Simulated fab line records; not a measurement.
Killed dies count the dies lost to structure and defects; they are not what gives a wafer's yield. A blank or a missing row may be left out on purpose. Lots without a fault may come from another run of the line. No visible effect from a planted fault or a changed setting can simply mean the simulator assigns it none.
Code-filled problem report in 8D (eight disciplines) form ; flow sky130 ; the parts of the form that need people (team, actions taken, sign-off) are left out

1. PROBLEM STATEMENT
Across 6 wafers from 2 lots, POLY_GATE_CVD_03_THK at SKY_POLY_GATE_THK_MEAS_04 averages 91.6 nm, while fault-free wafers read 75.0 nm with a standard deviation of 0.63. Measured from the usual mean, that is +26 standard deviations.
First seen on wafer L713.1, day 20 07:43, on film metro-01. Wafers with a number at this step in the record: 30, from 10 lots. The rule behind "out" and "out of limits": a value lying over 4 standard deviations away from the usual mean. The other wafers with a number count as sound.

2. WHAT IT IS; WHAT IT IS NOT
question;is;is not
which readings at this step;POLY_GATE_CVD_03_THK;-
which lots;L713, L714;L701, L702, L703, L704, L705, L712, L723, L724
which wafers of those lots;all that have a number;-
read on which gauges;film metro-01, film metro-03;film metro-02
when;from day 20 07:43;"up to then (18 sound wafers); but 6 sound wafers of L723, L724 came after"

3. WHAT RULES OUT EACH SUSPECT
Counting: a tool at any process step up to the reading remains a suspect when it ran all the lots that are out and ran no sound lot after the first of those.
- ruled out: the gauge at SKY_POLY_GATE_THK_MEAS_04. Those wafers that are out were read across 2 gauges (film metro-01, film metro-03).
- lpcvd-02 at SKY_POLY_GATE_CVD_03 (deposits Si3N4 from DCS/NH3, target thk 75 nm, time 1290 s): ruled out as a lasting fault. Sound lots L723, L724 ran on it after its first lot that is out, L713 (day 20 06:22).
Left after counting: nothing in the record.

4. THE CAUSE (what the simulator had put in)
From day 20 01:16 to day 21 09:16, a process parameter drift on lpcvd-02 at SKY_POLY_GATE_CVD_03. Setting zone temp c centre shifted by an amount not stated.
Counting ruled it out, wrongly: the rule takes a fault to strike every lot that its tool runs from its start on, and this one did not.

5. THE CHAIN OF EFFECTS, in route order
One row per reading whose mean, taken over the struck wafers that have a number, lies over 3 standard deviations from the usual. Scope: only readings with a usual standard deviation given in the record; hours: median across lots of the time from each lot's start at the first step in this table that gives one to its start at this step; sigmas: change in usual standard deviations.
hours;step;reading;usual;on struck wafers;change;sigmas
0;SKY_POLY_GATE_CVD_03;spike tc centre C;771.8 C;804.5;+32.7;+33
0;SKY_POLY_GATE_CVD_03;spike tc upper C;770.0 C;765.7;-4.3;-4.3
0;SKY_POLY_GATE_CVD_03;zone power centre pct;13.12 %;21.63;+8.51;+47
0;SKY_POLY_GATE_CVD_03;zone power lower pct;13.50 %;8.94;-4.56;-33
0;SKY_POLY_GATE_CVD_03;zone power upper pct;11.8 %;7.5;-4.3;-4.9
1;SKY_POLY_GATE_THK_MEAS_04;POLY_GATE_CVD_03_THK;75.0 nm;91.6;+16.6;+26
32;SKY_POLY_GATE_ETCH_16;oes product au;0.640 a.u.;0.699;+0.059;+12
214;SKY_POLY_CUT_ETCH_11;oes product au;0.829 a.u.;0.930;+0.101;+17
Its process steps:
- SKY_POLY_GATE_CVD_03: deposits Si3N4 from DCS/NH3, target thk 75 nm, time 1290 s.
- SKY_POLY_GATE_ETCH_16: etches Si3N4 in CH3F/O2, stops on poly-Si, time 147.5 s, target depth 75 nm.
- SKY_POLY_CUT_ETCH_11: etches Si3N4 in CF4/CH2F2/Ar, stops on poly-Si, time 42.5 s, target depth 60 nm.
Later steps that measure or inspect, where all struck wafers having a row at the step show a number for every such reading and not one has moved that far: SKY_POLY_GATE_CD_MEAS_22.

6. HOW IT WOULD HAVE BEEN CAUGHT EARLIER
In this record the first reading out of limits at a measuring or inspecting step was taken at day 20 07:43, 6 hours after the fault began at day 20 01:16.
The tool's own readings at SKY_POLY_GATE_CVD_03 were out on every struck wafer that the step has a row for (spike tc centre C, zone power centre pct, zone power lower pct, zone power upper pct): an alarm limit on them would have fired on the first of those.
